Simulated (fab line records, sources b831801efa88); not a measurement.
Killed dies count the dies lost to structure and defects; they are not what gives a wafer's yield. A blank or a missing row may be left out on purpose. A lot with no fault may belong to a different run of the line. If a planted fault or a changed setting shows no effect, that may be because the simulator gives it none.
Which of the tools did it? ; flow sky130 ; at 1 step of a route of 708, 6 lots with 17 wafers sampled

## WHAT THE GAUGES SHOWED, per wafer
SKY_NWELL_THK_MEAS_02.
lot;measured;on;NWELL_OXIDATION_THK (nm)
L999;day 3 12:02;film_metro-03;10.24 10.17 10.09
L104;day 4 21:30;film_metro-03;10.18 10.16 10.21
L106;day 5 05:25;film_metro-03;10.00 10.11 9.97
L111;day 6 02:04;film_metro-02;10.29 10.43
L114;day 6 19:32;film_metro-04;10.06 9.83 9.94
L118;day 7 13:33;film_metro-02;9.94 10.11 10.13

## EACH LOT AND THE TOOL THAT RAN IT (in order: tool; ch and the chambers of the sampled wafers; start)
There is no process step in the record ahead of these readings.

## THE ANSWER, worked out from the rows above alone
Rule: what is usual is taken from the lots themselves. Put in order of their means at a reading, lots are off if they are a third of the lots or fewer, leave a main group of 4 or more, and stand apart from it by a gap of 3 or more times the standard deviation of the main group's means; of several such gaps the widest counts. A main group whose means are all the same, to the digits that the tables above print for the reading, isn't used. A lot without any number at a reading at which 4 lots or more have one is off too. All remaining lots with rows at the step are treated as sound.
None of the lots is off at any reading shown; this tells nothing.

## WHAT THE SIMULATOR PUT IN
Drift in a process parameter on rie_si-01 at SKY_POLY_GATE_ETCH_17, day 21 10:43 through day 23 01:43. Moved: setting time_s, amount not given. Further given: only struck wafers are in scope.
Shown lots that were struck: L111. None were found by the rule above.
